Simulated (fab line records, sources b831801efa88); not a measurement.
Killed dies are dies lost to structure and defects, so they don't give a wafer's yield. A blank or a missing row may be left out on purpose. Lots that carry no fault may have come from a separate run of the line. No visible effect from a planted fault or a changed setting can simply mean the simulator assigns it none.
Commonality check across tools | flow gf180mcu | Sampled: 14 lots, 51 wafers

## REASON FOR OPENING
GF_VT_IMPLANT_OVL_MEAS_40, reading VT_IMPLANT_03_OVL: flagged on 3 of 14 lots. Wafers without a fault read -0.2 nm, standard deviation 1.2.
Rule: a lot gets a flag if all its wafers with a number sit over 4 standard deviations from that mean, or if no wafer of it has a number. All remaining lots are regarded as sound.

lot  | measured     | on         | VT_IMPLANT_03_OVL (nm), wafer by wafer | flag
L824 | day 8 07:33  | overlay-01 | -0.4 -2.7 -1.7                         | 
L825 | day 8 09:14  | overlay-01 | -2.4 -2.5 -1.3                         | 
L826 | day 8 20:00  | overlay-02 | 0.0 0.6 0.8                            | 
L827 | day 8 20:35  | overlay-02 | -1.6 -0.4 -1.0                         | 
L828 | day 8 22:26  | overlay-02 | 0.5 -0.1 0.6                           | 
L830 | day 9 10:02  | overlay-02 | 0.6 -0.2 0.9                           | 
L832 | day 9 21:50  | overlay-01 | -1.3 -2.3 -1.1                         | 
L836 | day 10 21:29 | overlay-02 | -0.5 -1.2 -1.0                         | 
L837 | day 11 03:18 | overlay-02 | 0.5 -2.4 -0.5                          | 
L838 | day 11 08:23 | overlay-02 | 183.3 183.2 181.9 184.2 184.5 183.5    | FLAGGED
L840 | day 11 23:00 | overlay-01 | 181.0 181.7 182.1 182.3 183.3 184.1    | FLAGGED
L841 | day 12 03:22 | overlay-02 | 182.6 180.1 181.7 183.3 181.7 183.3    | FLAGGED
L844 | day 12 23:57 | overlay-02 | -0.2 0.5 0.0                           | 
L847 | day 13 16:54 | overlay-01 | 0.2 0.8 -0.8                           | 
On average the flagged lots read 182.7 nm, which is +182.9 nm against the usual, or +99 or more standard deviations.

## LOT BY LOT: THE TOOL USED
The record holds 1 process step before the reading, out of a route of 602 steps. Every cell lists first the tool, next ch and the chambers used by the sampled wafers, and last the start.
lot  | flag    | GF_VT_IMPLANT_EXPOSE_37
L824 |         | ilineStepper-01 ch 0, day 7 23:31
L825 |         | ilineStepper-02 ch 0, day 8 01:41
L826 |         | ilineStepper-01 ch 0, day 8 12:40
L827 |         | ilineStepper-02 ch 0, day 8 12:56
L828 |         | ilineStepper-02 ch 0, day 8 14:41
L830 |         | ilineStepper-02 ch 0, day 9 02:08
L832 |         | ilineStepper-01 ch 0, day 9 13:07
L836 |         | ilineStepper-01 ch 0, day 10 12:37
L837 |         | ilineStepper-01 ch 0, day 10 18:37
L838 | FLAGGED | ilineStepper-02 ch 0, day 10 23:31
L840 | FLAGGED | ilineStepper-02 ch 0, day 11 14:17
L841 | FLAGGED | ilineStepper-02 ch 0, day 11 17:56
L844 |         | ilineStepper-01 ch 0, day 12 14:38
L847 |         | ilineStepper-01 ch 0, day 13 07:44
What these steps do:
- GF_VT_IMPLANT_EXPOSE_37: exposes mask Nwell HV AREA, target cd 860 nm.
- GF_VT_IMPLANT_OVL_MEAS_40

## FLAGGED AGAINST TOTAL, ONE TOOL AT A TIME (gauges that did the reading follow at the end)
step                      | tool            | lots run | flagged | share of the flagged lots | sound lots run after its first flagged lot
GF_VT_IMPLANT_EXPOSE_37   | ilineStepper-01 | 7        | 0       | none                      | -
GF_VT_IMPLANT_EXPOSE_37   | ilineStepper-02 | 7        | 3       | all                       | 0
GF_VT_IMPLANT_OVL_MEAS_40 | overlay-01      | 5        | 1       | some                      | 1 (L847)
GF_VT_IMPLANT_OVL_MEAS_40 | overlay-02      | 9        | 2       | some                      | 1 (L844)

## WHAT IS ALLOWED BY THE TABLE
In the table, 1 row covers all flagged lots: ilineStepper-02 at GF_VT_IMPLANT_EXPOSE_37.
- ilineStepper-02 at GF_VT_IMPLANT_EXPOSE_37: 3 of its 7 lots flagged. Its last sound lot is L830 (day 9 02:08), its first flagged lot L838 (day 10 23:31): a fault that began between those two fits.
Left over: one tool, ilineStepper-02 at GF_VT_IMPLANT_EXPOSE_37.

## WHAT THE SIMULATOR HAD INSERTED
Scanner matching overlay: ilineStepper-02, from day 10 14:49 on, at GF_VT_IMPLANT_EXPOSE_37. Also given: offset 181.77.
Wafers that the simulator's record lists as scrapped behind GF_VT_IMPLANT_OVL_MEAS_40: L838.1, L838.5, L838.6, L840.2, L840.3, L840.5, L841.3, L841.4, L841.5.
Shown lots that were struck: L838, L840, L841. Same finding as the rule above.
